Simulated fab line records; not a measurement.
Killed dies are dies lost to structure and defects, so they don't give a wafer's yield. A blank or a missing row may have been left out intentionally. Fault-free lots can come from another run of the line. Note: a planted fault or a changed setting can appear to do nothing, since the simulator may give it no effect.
fab line records	flow sky130
record: lots: 5	wafers: 15	lastDay: 50
route steps=708 shown POLY_CUT@312 SD_P@320 RES_XHIGH@332 PAD_OPEN@708
lots with no fault: from the same line, run without faults
startH: hours from the record's first day to the start of the lot's first wafer shown	waitH: hours elapsed since this lot's preceding step	" identical to the entry in the row above	L1.1+2: a single row standing in for several wafers	- no value, or no start was given	* or withheld: withheld	< > ~ a bound
route shown NAME@n: NAME is a module with steps in the file, n the number in the route of the first one	usual: mean and standard deviation over wafers with no fault	same: alike in all rows	chamber/n: place in a boat	sites: readings site by site	_std_site: their standard deviation	_edge_site: inner sites' mean taken away from outer sites' mean	radiusMm: for every site, how far away it sits from the centre of the wafer	mask NAME#n: copy n	behind: the tool/chamber that last shaped the wafer	hold: cause of the lot's hold/its duration in hours/its outcome	device: whichever transistor did not switch (one of n, p or np)	end of line: tests of these same wafers at the route's end	where a step has no rows: the recipe by itself	killed: at the first sort, the dies lost to defects and structure; wafer yield is something else	map: dies across one wafer; x = killed, . = not, _ = none there
set.NAME: the setting the step ran with; set.NAME@STEP: the setting that earlier step ran with	model.NAME: the simulator's own value behind a step, which no gauge read
a table for each step, a row for each wafer; lots at some steps of the route
services: the hour from which a tool's chamber was out of use, counted from the record's first day as startH (under 0 if before that day), plus the number of hours and why
== steps ==
step: SKY_POLY_CUT_EXPOSE_05
recipe: maskId: NPCM	na: 0.8	sourceShape: annular	sigmaInner: 0.55	sigmaOuter: 0.85	targetCdNm: 270	doseMj: 32
step: SKY_POLY_CUT_PEB_06
recipe: pebTempC: withheld	pebTimeS: withheld	resist: KrF-thick
step: SKY_POLY_CUT_DEVELOP_07
recipe: developTimeS: 60	resist: KrF-thick	devTempC: 21
step: SKY_POLY_CUT_CD_MEAS_08
recipe: targetCdNm: 270
usual: cdNm: 269.9/1.5
lot.wafer	tool	chamber	startH	waitH	cdNm
L358.1	cdSem-02	-	565.63	-	269.4
L358.4	"	-	"	"	268.3
L358.5	"	-	"	"	269.2
L361.1	cdSem-01	-	623.03	-	271.4
L361.3	"	-	"	"	271.1
L361.5	"	-	"	"	271.9
L370.2	cdSem-02	-	678.57	-	270.4
L370.5	"	-	"	"	270.4
L370.6	"	-	"	"	270.0
L377.2	cdSem-01	-	731.95	-	269.3
L377.4	"	-	"	"	269.8
L377.5	"	-	"	"	269.6
L378.2	cdSem-01	-	736.53	-	271.7
L378.3	"	-	"	"	272.3
L378.5	"	-	"	"	273.1
step: SKY_POLY_CUT_OVL_MEAS_09
usual: POLY_CUT_OVL: 1/5.7
lot.wafer	tool	chamber	startH	waitH	POLY_CUT_OVL[nm]
L358.1	overlay-02	-	565.75	0.1	9
L358.4	"	-	"	"	4
L358.5	"	-	"	"	6
L361.1	overlay-01	-	623.15	0.1	6
L361.3	"	-	"	"	1
L361.5	"	-	"	"	11
L370.2	overlay-02	-	678.68	0.1	2
L370.5	"	-	"	"	5
L370.6	"	-	"	"	-2
L377.2	overlay-01	-	732.06	0.1	-2
L377.4	"	-	"	"	0
L377.5	"	-	"	"	-3
L378.2	overlay-02	-	736.64	0.1	9
L378.3	"	-	"	"	1
L378.5	"	-	"	"	5
step: SKY_POLY_CUT_ETCH_10
recipe: chemistry: N2/H2	target: BARC	ionEnergyEv: 200	sourceW: 500	biasW: 100	pressureMtorr: 30	n2FlowSccm: 100	h2FlowSccm: 200	stopOn: SiO2	timeS: 45.9	targetDepthA: 600
usual: drypumpMotorCurrentA: 5.8/0.56	n2FlowSccm: 100.0/0.32	oesProductAu: 0.850/0.0052	throttleValvePct: 13.224/0.0091
lot.wafer	tool	chamber	startH	waitH	drypumpMotorCurrentA	n2FlowSccm	oesProductAu	rfHoursCounterH	throttleValvePct
L358.1	rieDiel-01	0	565.78	0.0	4.8	100.3	0.849	66	13.220
L358.4	"	1	"	"	5.9	99.7	0.850	2	13.200
L358.5	"	3	"	"	6.3	99.9	0.845	-	13.237
L361.1	rieDiel-04	2	623.19	0.0	5.5	99.9	0.845	8	13.216
L361.3	"	1	"	"	6.3	99.8	0.849	9	13.229
L361.5	"	0	"	"	5.8	100.4	0.839	-	13.222
L370.2	rieDiel-04	1	678.71	0.0	6.3	100.4	0.852	10	13.218
L370.5	"	3	"	"	6.2	99.5	0.854	-	13.225
L370.6	"	0	"	"	5.8	100.2	0.842	-	13.230
L377.2	rieDiel-04	1	732.09	0.0	6.3	100.6	0.853	12	13.226
L377.4	"	3	"	"	6.2	99.8	0.856	10	13.218
L377.5	"	2	"	"	5.6	100.0	0.851	-	13.228
L378.2	rieDiel-04	2	736.67	0.0	5.5	100.0	0.849	10	13.220
L378.3	"	0	"	"	5.8	99.5	0.854	6	13.230
L378.5	"	3	"	"	6.2	100.3	0.843	-	13.228
step: SKY_POLY_CUT_ETCH_11
recipe: target: Si3N4	chemistry: CF4/CH2F2/Ar	stopOn: poly-Si	sourceW: 600	biasW: 150	pressureMtorr: 40	cf4FlowSccm: 40	ch2f2FlowSccm: 20	Ar_flow_sccm: 150	timeS: 42.5	targetDepthA: 600
usual: drypumpMotorCurrentA: 5.8/0.56	oesProductAu: 0.828/0.0055	throttleValvePct: 14.993/0.0093
lot.wafer	tool	chamber	startH	waitH	drypumpMotorCurrentA	oesProductAu	rfHoursCounterH	throttleValvePct
L358.1	rieDiel-01	0	565.83	0.0	4.8	0.834	66	14.979
L358.4	"	1	"	"	5.9	0.822	2	14.978
L358.5	"	3	"	"	6.4	0.830	-	14.982
L361.1	rieDiel-04	2	623.23	0.0	5.5	0.826	8	14.980
L361.3	"	1	"	"	6.2	0.821	9	14.989
L361.5	"	0	"	"	5.8	0.824	-	14.995
L370.2	rieDiel-04	1	678.75	0.0	6.3	0.834	10	15.001
L370.5	"	3	"	"	6.2	0.824	-	14.985
L370.6	"	0	"	"	5.8	0.826	-	14.998
L377.2	rieDiel-04	1	732.13	0.0	6.3	0.836	12	14.988
L377.4	"	3	"	"	6.2	0.834	10	14.990
L377.5	"	2	"	"	5.5	0.827	-	14.991
L378.2	rieDiel-04	2	736.71	0.0	5.6	0.831	10	14.997
L378.3	"	0	"	"	5.8	0.824	6	14.982
L378.5	"	3	"	"	6.2	0.831	-	15.001
step: SKY_POLY_CUT_STRIP_12
recipe: chemistry: O2/N2	powerW: 1400	pressureMtorr: 1500	platenTempC: withheld	o2FlowSccm: 3000	n2FlowSccm: 300	overashFraction: 0.5
usual: drypumpMotorCurrentA: 5.3/0.45	n2FlowSccm: 299.8/0.85	oesProductAu: 0.451/0.0047	stripTimeToEndpointS: 5.347/0.017
lot.wafer	tool	chamber	startH	waitH	drypumpMotorCurrentA	n2FlowSccm	oesProductAu	rfHoursCounterH	stripTimeToEndpointS
L358.1	plasmaAsher-03	1	565.87	0.0	4.9	301.2	0.452	41	5.330
L358.4	"	0	"	"	4.9	298.7	0.458	-	5.330
L358.5	"	1	"	"	4.9	300.6	0.454	-	5.360
L361.1	plasmaAsher-04	0	623.27	0.0	5.7	300.8	0.454	17	5.331
L361.3	"	1	"	"	5.2	298.6	0.451	-	5.333
L361.5	"	1	"	"	5.2	300.8	0.445	-	5.336
L370.2	plasmaAsher-01	0	678.79	0.0	6.0	299.0	0.456	98	5.343
L370.5	"	0	"	"	6.0	299.8	0.449	-	5.308
L370.6	"	1	"	"	4.9	298.7	0.452	-	5.308
L377.2	plasmaAsher-03	0	732.17	0.0	4.9	300.1	0.448	58	5.365
L377.4	"	0	"	"	4.9	301.4	0.447	-	5.358
L377.5	"	0	"	"	4.9	299.7	0.449	-	5.342
L378.2	plasmaAsher-04	0	736.75	0.0	5.7	300.6	0.442	29	5.359
L378.3	"	1	"	"	5.2	299.6	0.457	-	5.359
L378.5	"	1	"	"	5.2	301.1	0.444	-	5.359
step: SKY_SD_P_DEHYDRATE_00
recipe: tempC: 200	timeS: 60
step: SKY_SD_P_HMDS_01
recipe: primeTimeS: 60	primeTempC: 120
step: SKY_SD_P_COAT_02
recipe: resist: NOVOLAK	spinRpm: 3000	resistThkNm: 1140
step: SKY_SD_P_SOFTBAKE_03
recipe: tempC: 90	timeS: 60	resist: NOVOLAK
step: SKY_SD_P_EXPOSE_04
recipe: maskId: PSDM	na: 0.6	sourceShape: conventional	sigmaOuter: 0.6	polarization: unpolarized	targetCdNm: 380	doseMj: 138
lot.wafer	tool	chamber	startH	waitH	mask
L358.1+4+5	ilineStepper-01	0	580.92	-	PSDM#0
L361.1+3+5	ilineStepper-01	0	637.82	-	LDNTM#0
L370.2+5+6	ilineStepper-01	0	693.22	-	PSDM#0
L377.2+4+5	ilineStepper-01	0	746.04	-	PSDM#0
L378.2+3+5	ilineStepper-01	0	750.94	-	PSDM#0
step: SKY_SD_P_PEB_05
recipe: tempC: withheld	timeS: *	resist: NOVOLAK
step: SKY_SD_P_DEVELOP_06
recipe: resist: NOVOLAK	developer: TMAH	developTimeS: 60	devTempC: 23
step: SKY_SD_P_CD_MEAS_07
recipe: targetCdNm: 380
usual: cdNm: 378.8/2.5
lot.wafer	tool	chamber	startH	waitH	cdNm
L358.1	cdSem-02	-	595.33	0.1	374.1
L358.4	"	-	"	"	376.9
L358.5	"	-	"	"	375.8
L361.1	cdSem-01	-	651.64	0.1	-
L361.3	"	-	"	"	-
L361.5	"	-	"	"	-
L370.2	cdSem-02	-	706.61	0.1	380.2
L370.5	"	-	"	"	379.6
L370.6	"	-	"	"	379.5
L377.2	cdSem-01	-	759.31	0.1	376.2
L377.4	"	-	"	"	376.7
L377.5	"	-	"	"	375.3
L378.2	cdSem-01	-	763.96	0.1	380.8
L378.3	"	-	"	"	380.7
L378.5	"	-	"	"	380.1
step: SKY_SD_P_OVL_MEAS_08
usual: SD_P_OVL: 1.2/1.1
lot.wafer	tool	chamber	startH	waitH	SD_P_OVL[nm]
L358.1	overlay-02	-	595.45	0.1	-0.9
L358.4	"	-	"	"	-0.2
L358.5	"	-	"	"	0.6
L361.1	overlay-01	-	651.76	0.1	-
L361.3	"	-	"	"	-
L361.5	"	-	"	"	-
L370.2	overlay-01	-	706.72	0.1	1.6
L370.5	"	-	"	"	3.0
L370.6	"	-	"	"	3.4
L377.2	overlay-01	-	759.42	0.1	0.1
L377.4	"	-	"	"	-0.6
L377.5	"	-	"	"	-1.1
L378.2	overlay-01	-	764.09	0.1	-0.7
L378.3	"	-	"	"	0.1
L378.5	"	-	"	"	-0.2
step: SKY_SD_P_IMPLANT_09
recipe: species: BF2	energyKev: 20	doseCm2: 3e+15	tiltDeg: 0
step: SKY_SD_P_STRIP_10
recipe: chemistry: O2/N2	powerW: 1400	pressureMtorr: 1500	platenTempC: withheld	o2FlowSccm: 3000	n2FlowSccm: 300	overashFraction: 0.5
usual: drypumpMotorCurrentA: 5.6/0.48	n2FlowSccm: 300.1/0.98	oesProductAu: 0.618/0.0042	stripTimeToEndpointS: 17.51/0.039
lot.wafer	tool	chamber	startH	waitH	drypumpMotorCurrentA	n2FlowSccm	oesProductAu	rfHoursCounterH	stripTimeToEndpointS
L358.1	plasmaAsher-01	0	595.63	0.1	6.0	300.9	0.614	90	17.59
L358.4	"	1	"	"	4.9	299.9	0.610	-	17.58
L358.5	"	0	"	"	6.0	300.0	0.615	-	17.60
L361.1	plasmaAsher-01	1	651.95	0.1	5.0	300.8	0.619	95	17.56
L361.3	"	0	"	"	6.0	299.6	0.617	-	17.53
L361.5	"	1	"	"	4.9	299.6	0.621	-	17.54
L370.2	plasmaAsher-01	1	706.90	0.1	5.0	299.2	0.613	101	17.49
L370.5	"	1	"	"	4.9	300.3	0.616	-	17.52
L370.6	"	0	"	"	6.0	299.0	0.608	-	17.53
L377.2	plasmaAsher-04	1	759.60	0.1	5.2	302.5	0.615	32	17.56
L377.4	"	1	"	"	5.2	300.2	0.618	-	17.53
L377.5	"	0	"	"	5.7	299.7	0.625	-	17.53
L378.2	plasmaAsher-01	1	764.27	0.1	5.0	300.1	0.615	3	17.45
L378.3	"	1	"	"	5.0	300.7	0.610	-	17.44
L378.5	"	0	"	"	6.1	300.2	0.619	-	17.47
step: SKY_SD_P_TW_MEAS_11
usual: SD_P_TW: 2853/22
lot.wafer	tool	chamber	startH	waitH	SD_P_TW
L358.1	filmMetro-02	-	595.73	0.1	2836
L358.4	"	-	"	"	2855
L358.5	"	-	"	"	2849
L361.1	filmMetro-04	-	652.05	0.1	31
L361.3	"	-	"	"	30
L361.5	"	-	"	"	30
L370.2	filmMetro-01	-	707.01	0.1	2848
L370.5	"	-	"	"	2840
L370.6	"	-	"	"	2836
L377.2	filmMetro-01	-	759.71	0.1	2815
L377.4	"	-	"	"	2825
L377.5	"	-	"	"	2818
L378.2	filmMetro-02	-	764.38	0.1	2859
L378.3	"	-	"	"	2863
L378.5	"	-	"	"	2863
step: SKY_RES_XHIGH_DEHYDRATE_00
recipe: tempC: 200	timeS: 60
step: SKY_PAD_OPEN_PROBE_99
usual: killed_at_M0_to_M3: 44/7.2	killed_at_M4_up: 3.2/1.8	killedAtContacts: 24/5.4	killedAtFrontEnd: 15/4	killedAtOther: 0.3/0.56	killedDies: 87/9.2	killedOnRim: 17/4	killedOpen: 47/7.3	killedShort: 39/5.7
same: grossDies: 492	killedAtBackSide: 0
lot.wafer	tool	chamber	startH	waitH	killed_at_M0_to_M3	killed_at_M4_up	killedAtContacts	killedAtFrontEnd	killedAtOther	killedDies	killedOnRim	killedOpen	killedShort
L358.1	prober-02	-	1080.74	0.1	27	4	32	18	0	81	12	46	35
L358.4	prober-02	-	1080.89	0.2	48	5	26	24	0	103	18	61	42
L358.5	prober-02	-	1080.94	0.2	46	4	22	23	0	95	18	49	46
L361.1	prober-02	-	1120.88	0.1	31	5	26	429	1	492	96	38	41
L361.3	prober-02	-	1120.98	0.2	40	4	26	421	1	492	96	37	44
L361.5	prober-02	-	1121.08	0.2	50	1	29	412	0	492	96	56	38
killed by level:class
L358.1 LI_CONTACT:geometricParticle:open=11 FIELD_ISO:geometricParticle:open=7 CONTACT:geometricParticle:open=7 LI_CONTACT:geometricParticle:short=6 CONTACT:geometricParticle:short=6 VIA2:geometricParticle:open=6 VIA1:geometricParticle:open=5 POLY_GATE:geometricParticle:short=4
L358.4 VIA3:geometricParticle:open=12 CONTACT:geometricParticle:open=10 VIA1:geometricParticle:open=10 METAL2:geometricParticle:short=8 VIA2:geometricParticle:open=7 FIELD_ISO:geometricParticle:open=6 POLY_GATE:geometricParticle:open=6 FIELD_ISO:geometricParticle:short=5
L358.5 VIA1:geometricParticle:open=15 CONTACT:geometricParticle:open=10 POLY_GATE:geometricParticle:short=8 FIELD_ISO:geometricParticle:short=6 METAL2:geometricParticle:short=6 LOCAL_INTERCONNECT:geometricParticle:short=5 FIELD_ISO:geometricParticle:open=4 VIA1:geometricParticle:short=4
L361.1 SD_P:areaExpose=413 CONTACT:geometricParticle:open=12 CONTACT:geometricParticle:short=7 VIA1:geometricParticle:open=6 FIELD_ISO:geometricParticle:open=4 FIELD_ISO:geometricParticle:short=4 LOCAL_INTERCONNECT:geometricParticle:short=4 VIA3:geometricParticle:open=4
L361.3 SD_P:areaExpose=410 CONTACT:geometricParticle:open=9 LI_CONTACT:geometricParticle:open=9 METAL2:geometricParticle:short=7 VIA1:geometricParticle:open=7 CONTACT:geometricParticle:short=6 VIA1:geometricParticle:short=6 POLY_GATE:geometricParticle:short=5
L361.5 SD_P:areaExpose=398 VIA1:geometricParticle:open=13 VIA2:geometricParticle:open=11 CONTACT:geometricParticle:open=10 LI_CONTACT:geometricParticle:open=7 FIELD_ISO:geometricParticle:open=6 CONTACT:geometricParticle:short=5 LOCAL_INTERCONNECT:geometricParticle:short=5
map L361.1 (x killed, . not)
__________xxxxxxxxxx_________
________xxxxxxxxxxxxxx_______
______xxxxxxxxxxxxxxxxxx_____
_____xxxxxxxxxxxxxxxxxxxx____
____xxxxxxxxxxxxxxxxxxxxxx___
___xxxxxxxxxxxxxxxxxxxxxxxx__
__xxxxxxxxxxxxxxxxxxxxxxxxxx_
_xxxxxxxxxxxxxxxxxxxxxxxxxxxx
_xxxxxxxxxxxxxxxxxxxxxxxxxxxx
_xxxxxxxxxxxxxxxxxxxxxxxxxxxx
_xxxxxxxxxxxxxxxxxxxxxxxxxxxx
_xxxxxxxxxxxxxxxxxxxxxxxxxxxx
_xxxxxxxxxxxxxxxxxxxxxxxxxxxx
_xxxxxxxxxxxxxxxxxxxxxxxxxxxx
_xxxxxxxxxxxxxxxxxxxxxxxxxxxx
__xxxxxxxxxxxxxxxxxxxxxxxxxx_
___xxxxxxxxxxxxxxxxxxxxxxxx__
____xxxxxxxxxxxxxxxxxxxxxx___
_____xxxxxxxxxxxxxxxxxxxx____
______xxxxxxxxxxxxxxxxxx_____
________xxxxxxxxxxxxxx_______
__________xxxxxxxxxx_________
map L370.5 (x killed, . not)
__________xx..xx...._________
________..x......x...._______
______........x.....x..._____
_____..x....x...x.x.xxx.x____
____.....x.....xx.......xx___
___.x.x....................__
__x.x.x.......x.........xxxx_
_..........x..x..x.x.........
_....................x....xx.
_x...xxxx..x.....x....x..x...
_xx.....x.....xx.............
_.........x.....x.x.....xxx..
_.......xx...xx..x......x....
_.x.x..x...x.x.........x....x
_...x...x...x..x.x....x.....x
__x.....x.x.........x......._
___........x.....x.....xx..__
____...x.........x...x....___
_____.x..x.x.........x...____
______........x........._____
________x.x....x......_______
__________.xx..x...._________
== services ==
tool	chamber	startH	hours	kind
rieDiel-04	1	547.44	4.0	repair
rieDiel-04	0	564.07	1.4	repair
rieDiel-01	-	573.09	28.1	pm
ilineStepper-01	0	586.07	-	calibration
plasmaAsher-04	-	603.16	1.8	repair
rieDiel-01	1	611.97	19.4	repair
ilineStepper-01	-	612.27	2.1	pm
ilineStepper-01	-	614.35	-	consumableReplace:lamp
ilineStepper-01	-	614.35	1.7	pm
ilineStepper-01	-	616.66	7.3	repair
ilineStepper-01	-	628.64	6.3	repair
rieDiel-04	1	628.93	4.7	repair
plasmaAsher-03	-	690.85	2.8	pm
rieDiel-04	0	696.21	8.8	repair
rieDiel-01	-	733.04	2.8	pm
plasmaAsher-01	-	733.81	9.0	pm
plasmaAsher-01	0	733.81	9.0	ventCycle
plasmaAsher-01	1	733.81	9.0	ventCycle
plasmaAsher-01	-	734.19	2.3	repair
ilineStepper-01	-	736.86	4.4	pm
plasmaAsher-01	0	742.81	-	clean
rieDiel-01	-	745.42	14.6	pm
rieDiel-04	2	754.72	5.6	repair
rieDiel-01	3	761.38	5.8	repair
== key ==
firstSign: step: SKY_SD_P_EXPOSE_04	reading: mask	direction: changed
effect: step: SKY_SD_P_CD_MEAS_07	reading: cdNm	direction: missing
effect: step: SKY_SD_P_OVL_MEAS_08	reading: SD_P_OVL	direction: missing
effect: step: SKY_SD_P_TW_MEAS_11	reading: SD_P_TW	direction: down	sigmas: 99+	usual: 2853	struck: 30
effect: step: SKY_PAD_OPEN_PROBE_99	reading: killedAtFrontEnd	direction: up	sigmas: 99+	usual: 15	struck: 421
moreKillsBornAt: SKY_SD_P_EXPOSE_04@ilineStepper-01: 1221
metAt SKY_SD_P_EXPOSE_04
struckWafers L361.1,L361.3,L361.5
testerLeftOut L361
onsetBetween 580.92 637.82
fault: kind: wrongMask	tool: any	chamber: -	onsetH: 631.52	steps: SKY_SD_P_EXPOSE_04	auxCopy: LDNTM#0	scope: struckLotsOnly
testerLeftOut: of these lots the tester's yield and bins aren't shown, on N5 and GAA mostly nor the transistor test; their killed dies are dies lost to structure and defects alone, not to doping, threshold or leakage, so they don't give the yield
